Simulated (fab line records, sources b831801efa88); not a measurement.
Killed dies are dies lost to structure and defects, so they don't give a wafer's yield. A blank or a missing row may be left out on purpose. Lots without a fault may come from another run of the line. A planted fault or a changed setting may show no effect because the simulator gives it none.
A struck lot beside a sound one | flow gf180mcu | 16 steps out of a route of 602
Sound: wafers L454.1, L454.4, L454.5. Struck: wafers L470.2, L470.4, L470.5. The cause comes at the end.
At each step with rows: each side's tool, then ch and its chambers, then its first start. Under that, the readings that differ: sound wafers | struck wafers | difference of the means | sigmas: that difference in standard deviations of wafers without a fault.
alike: readings whose means differ by less than 2 such deviations, and words and numbers that are the same on both sides. not compared: withheld readings, readings that some wafer has no value for, bounds like >300 that may hide the same value, and numbers for which the record gives no deviation and whose values overlap.
The two part at a step that has a row with sigmas, a row that says differs or no value, or rows on one side only. Numbers that don't overlap but have no deviation are shown without sigmas and don't part them. A reading that every wafer of one side lacks parts them only if that side has two wafers or more.

first, 9 steps without rows for these wafers: GF_MIM_STRIP_21 (strips in post etch residue remover, time 1200 s); GF_MIM_CLEAN_22 (cleans in DIW); GF_M5_DEHYDRATE_00 (time 60 s); GF_M5_HMDS_01 (prime time 60 s); GF_M5_COAT_02 (resist thk 1000 nm); GF_M5_SOFTBAKE_03 (time 60 s); GF_M5_EXPOSE_04 (exposes mask Metal5, target cd 280 nm); GF_M5_PEB_05 (peb time 90 s); GF_M5_DEVELOP_06 (develop time 60 s).
GF_M5_CD_MEAS_07: target cd 280 nm.
  sound on cd_sem-02, day 26 14:10; struck on cd_sem-01, day 31 15:53
  alike: cd_nm
GF_M5_OVL_MEAS_08:
  sound on overlay-02, day 26 14:19; struck on overlay-01, day 31 16:00
  reading     | sound | struck     | difference | sigmas
  M5_OVL (nm) | 8 3 1 | -8 -14 -13 | -16        | -3
GF_M5_ETCH_09: etches Si3N4 in CF4/O2, target depth 52 nm, time 11.6 s.
  sound on rie_diel-04 ch 0,1, day 26 14:22; struck on rie_diel-04 ch 1,2, day 31 16:02
  alike: O2_flow_sccm, bias_w, drypump_motor_current_A, oes_product_au, throttle_valve_pct
  not compared: rf_hours_counter_h
GF_M5_METAL_ETCH_10: etches the open film in Cl2/BCl3, stops on SiO2, target depth 750.8 nm, time 125.1 s.
  sound on rie_metal-03 ch 1, day 26 14:23; struck on rie_metal-03 ch 0, day 31 16:05
  no value came back on the struck wafers for any of 5 readings (bcl3_flow_sccm (sccm), bias_w (W) and others); on the sound wafers bcl3_flow_sccm (sccm) reads 40.04 40.12 40.23
  reading                             | sound             | struck            | difference | sigmas
  model.KrF_of_M5_COAT_02.thk_nm (nm) | 645.8 645.2 647.2 | 951.6 949.8 950.7 | +304.6     |
  not compared: rf_hours_counter_h
GF_M5_STRIP_11: strips in O2/N2.
  sound on plasma_asher-04 ch 0,1, day 26 14:38; struck on plasma_asher-01 ch 1, day 31 16:19
  reading                      | sound             | struck            | difference | sigmas
  heater_power_w (W)           | 323 326 313       | 371 373 375       | +52        | +2
  oes_product_au (a.u.)        | 0.512 0.529 0.520 | 0.647 0.642 0.639 | +0.122     | +25
  strip_time_to_endpoint_s (s) | 7.01 6.99 7.01    | 9.99 9.93 9.97    | +2.96      | +70
  alike: drypump_motor_current_A
  not compared: rf_hours_counter_h
then, 1 step without rows for these wafers: GF_M5_STRIP_12 (strips in post etch residue remover, time 1200 s).
-- the record jumps here: 2 days lie between the struck wafers' starts before and after (it left off in module M5 and takes up again in module PASSIVATION, whose first step shown is number 602 of the route) --
GF_PASSIVATION_PROBE_99:
  the record has rows for the struck wafers here (prober-01, day 33 23:42) and none for the sound ones

WHERE THEY PART
First at GF_M5_OVL_MEAS_08; last, within this record, at GF_PASSIVATION_PROBE_99.

WHY: what the simulator had put in
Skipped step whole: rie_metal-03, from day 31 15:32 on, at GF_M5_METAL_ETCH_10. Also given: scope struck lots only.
